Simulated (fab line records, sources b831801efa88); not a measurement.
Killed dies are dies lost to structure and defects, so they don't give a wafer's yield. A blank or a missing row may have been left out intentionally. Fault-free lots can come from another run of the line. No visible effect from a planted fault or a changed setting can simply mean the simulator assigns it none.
A struck lot beside a sound one + flow sfq_line + 14 out of 325 route steps
Sound: the wafers L243.1, L243.4, L243.6. The struck wafers were L239.1, L239.2, L239.3. Last of all comes the cause.
Each step with rows lists, per side, the tool, then ch with its chambers, then its first start. Under that, the readings that differ: sound wafers + struck wafers + difference of the means + sigmas: that difference in standard deviations of wafers without a fault.
alike: words and numbers the same on both sides, and readings whose means are apart by under 2 such deviations; not compared: readings that were withheld, readings missing a value for some wafer, numbers with overlapping values and no deviation given by the record, and bounds like >300 which may hide the same value.
A row with sigmas, a row that says differs or no value, or rows on one side alone: a step with any of these is where the two part. Numbers that don't overlap but have no deviation are shown without sigmas and don't part them. Lack of a reading on every wafer of one side parts them only where that side has two or more wafers.

SFQ_INCOMING_BOW_MEAS_900:
  sound on film_metro-03, day 3 17:00; struck on film_metro-04, day 2 21:00
  alike: INCOMING_BOW
then, 1 step without rows for these wafers: SFQ_TRILAYER_INCOMING_OXIDATION_002 (target thk 500 nm, ox time 4939 s).
SFQ_TRILAYER_L0_DEP_SPUTTER_003: material MoNx KI, target thk 40 nm, time 100 s.
  sound on pvd_sputter-03, day 3 19:29; struck on pvd_sputter-05, day 2 23:29
  alike: chamber_pressure_pa, throttle_valve_pct
SFQ_L0_RS_MEAS_901: the measuring method here is four-point-probe.
  sound on film_metro-02, day 3 19:34; struck on film_metro-03, day 2 23:34
  alike: L0_MONX_KI_RS
SFQ_L0_THK_MEAS_902: measures by xrf.
  sound on film_metro-02, day 3 19:41; struck on film_metro-03, day 2 23:41
  alike: L0_MONX_KI_THK
then, 6 steps without rows for these wafers: SFQ_TRILAYER_L0_LITHO_COAT_010 (resist thk 62 nm); SFQ_TRILAYER_L0_LITHO_COAT_005 (resist thk 600 nm); SFQ_TRILAYER_L0_LITHO_SOFTBAKE_009; SFQ_TRILAYER_L0_LITHO_EXPOSE_006 (exposes mask L0, target cd 2000 nm); SFQ_TRILAYER_L0_LITHO_PEB_008 (peb time 60 s); SFQ_TRILAYER_L0_LITHO_DEVELOP_007 (time 60 s).
SFQ_TRILAYER_L0_BARC_OPEN_METAL_ETCH_010: etches BARC in O2, target depth 125 nm, time 41.7 s.
  sound on rie_metal-01 ch 0,1, day 5 00:53; struck on rie_metal-03 ch 0,1, day 4 04:23
| reading                                             | sound             | struck            | difference | sigmas |
|-----------------------------------------------------|-------------------|-------------------|------------|--------|
| oes_product_au (a.u.)                               | 0.688 0.688 0.695 | 0.651 0.653 0.649 | -0.039     | -9     |
| run_length_s (s)                                    | 69.7 69.3 69.7    | 74.0 74.1 74.1    | +4.5       | +7     |
| model.KrF_of_TRILAYER_L0_LITHO_COAT_005.thk_nm (nm) | 522.8 523 523.7   | 515.4 514.9 513.6 | -8.5       |        |
  alike: drypump_motor_current_A, rf_fwd_power_W
  not compared: rf_hours_counter_h
SFQ_TRILAYER_L0_ETCH_METAL_ETCH_008: etches MoNx KI in SF6/O2, stops on SiO2, target depth 50 nm, time 25 s.
  sound on rie_metal-01 ch 0,1, day 5 00:57; struck on rie_metal-03 ch 0,1, day 4 04:27
| reading                                             | sound             | struck            | difference | sigmas |
|-----------------------------------------------------|-------------------|-------------------|------------|--------|
| model.KrF_of_TRILAYER_L0_LITHO_COAT_005.thk_nm (nm) | 480.6 480.7 481.3 | 473.5 473.2 471.6 | -8.1       |        |
  alike: drypump_motor_current_A, oes_product_au, rf_fwd_power_W, run_length_s
  not compared: rf_hours_counter_h
SFQ_TRILAYER_L0_STRIP_STRIP_009: strips in O2.
  sound on rie_metal-01 ch 0,1, day 5 01:00; struck on rie_metal-03 ch 0,1, day 4 04:30
  alike: drypump_motor_current_A, oes_product_au
  not compared: rf_hours_counter_h

## WHERE THEY PART
At SFQ_TRILAYER_L0_BARC_OPEN_METAL_ETCH_010 and nowhere else, as far as this record goes. Later steps at which nothing parts them and some readings are alike: SFQ_TRILAYER_L0_ETCH_METAL_ETCH_008, SFQ_TRILAYER_L0_STRIP_STRIP_009.

WHY: the cause the simulator had injected
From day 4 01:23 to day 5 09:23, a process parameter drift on rie_metal-03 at SFQ_TRILAYER_L0_BARC_OPEN_METAL_ETCH_010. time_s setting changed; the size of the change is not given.
